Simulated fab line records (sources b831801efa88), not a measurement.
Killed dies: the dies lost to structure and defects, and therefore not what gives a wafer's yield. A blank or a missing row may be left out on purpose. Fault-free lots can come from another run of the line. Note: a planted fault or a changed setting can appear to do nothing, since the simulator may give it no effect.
A lot that was struck, set against a sound lot -- flow sky130 -- 22 out of 708 route steps
Sound: the wafers L577.4, L577.5, L577.6. Wafers struck: L591.1, L591.2, L591.6. Last of all comes the cause.
Order at every step that has rows: each side's tool, ch and its chambers, its first start. Under that, the readings that differ: sound wafers -- struck wafers -- difference of the means -- sigmas: that difference in standard deviations of wafers without a fault.
alike: a reading whose means differ by less than 2 such deviations, as well as words and numbers matching on both sides. not compared: withheld readings; readings where some wafer has no value; bounds like >300 that might hide an equal value; numbers whose values overlap and for which the record gives no deviation.
The two part at a step that has a row with sigmas, a row that says differs or no value, or rows on one side only. Non-overlapping numbers with no deviation appear without sigmas and do not part them. A reading that every wafer of one side lacks parts them only if that side has two wafers or more.

first, 8 steps without rows for these wafers: SKY_DNWELL_DEHYDRATE_00 (time 60 s); SKY_DNWELL_HMDS_01 (prime time 60 s); SKY_DNWELL_COAT_02 (resist thk 3000 nm); SKY_DNWELL_SOFTBAKE_03; SKY_DNWELL_EXPOSE_04 (exposes mask DNM, target cd 3000 nm); SKY_DNWELL_PEB_05; SKY_DNWELL_DEVELOP_06 (develop time 60 s); SKY_DNWELL_IMPLANT_07.
SKY_DNWELL_STRIP_08: strips in O2/N2.
  sound on plasmaAsher-02 ch 0,1, day 4 03:53; struck on plasmaAsher-03 ch 0,1, day 7 05:30
  alike: drypumpMotorCurrentA, o2FlowSccm, oesProductAu, stripTimeToEndpointS
  not compared: rfHoursCounterH
SKY_DNWELL_TW_MEAS_09:
  sound on filmMetro-01 at day 4 03:59; struck on filmMetro-01 at day 7 05:36
  alike: DNWELL_TW
then, 2 steps without rows for these wafers: SKY_PWDE_DEHYDRATE_00 (time 60 s); SKY_PWDE_HMDS_01 (prime time 60 s).
SKY_PWDE_COAT_02: resist thk 3000 nm.
  sound on lithoTrack-04 ch 0, day 4 13:02; struck on lithoTrack-04 ch 0, day 7 15:24
reading,sound,struck,difference,sigmas
model.coat_of_PWDE_COAT_02.thkNm (nm),3015 3002 3012,2879 2891 2886,-124,
then, 3 steps without rows for these wafers: SKY_PWDE_SOFTBAKE_03; SKY_PWDE_EXPOSE_04 (exposes mask PWDEM, target cd 840 nm); SKY_PWDE_PEB_05.
SKY_PWDE_DEVELOP_06: develop time 60 s.
  sound on lithoTrack-01 ch 0; struck on lithoTrack-04 ch 0
reading,sound,struck,difference,sigmas
model.coat_of_PWDE_COAT_02.thkNm (nm),3011 2997 3008,2874 2887 2882,-124,
SKY_PWDE_OVL_MEAS_07:
  sound on overlay-01 at day 4 21:01; struck on overlay-02 at day 8 01:45
  alike: PWDE_OVL
then, 1 step without rows for these wafers: SKY_PWDE_IMPLANT_08.
SKY_PWDE_STRIP_09: strips in O2/N2.
  sound on plasmaAsher-04 ch 0,1, day 4 21:13; struck on plasmaAsher-03 ch 0,1, day 8 01:56
reading,sound,struck,difference,sigmas
stripTimeToEndpointS (s),37.09 36.93 37.06,35.53 35.67 35.62,-1.42,-13
  alike: drypumpMotorCurrentA, o2FlowSccm, oesProductAu
  not compared: rfHoursCounterH
SKY_PWDE_TW_MEAS_10:
  sound on filmMetro-01 at day 4 21:19; struck on filmMetro-03 at day 8 02:02
  alike: PWDE_TW
-- the record jumps here: 43 days lie between the struck wafers' starts before and after (it left off in module PWDE and takes up again in module PAD_OPEN, whose first step shown is number 708 of the route) --
SKY_PAD_OPEN_PROBE_99:
  sound on prober-01 at day 47 11:46; struck on prober-01 at day 50 19:33
  alike: killed_at_M0_to_M3, killed_at_M4_up, killedAtContacts, killedAtFrontEnd, killedAtOther, killedDies, killedOpen, killedShort
  not compared: model.etest.res_p_drift_20v.widthNm

## WHERE THEY PART
Within this record, at SKY_PWDE_STRIP_09 only. Later steps at which nothing parts them and some readings are alike: SKY_PWDE_TW_MEAS_10, SKY_PAD_OPEN_PROBE_99.

WHY: the cause the simulator had injected
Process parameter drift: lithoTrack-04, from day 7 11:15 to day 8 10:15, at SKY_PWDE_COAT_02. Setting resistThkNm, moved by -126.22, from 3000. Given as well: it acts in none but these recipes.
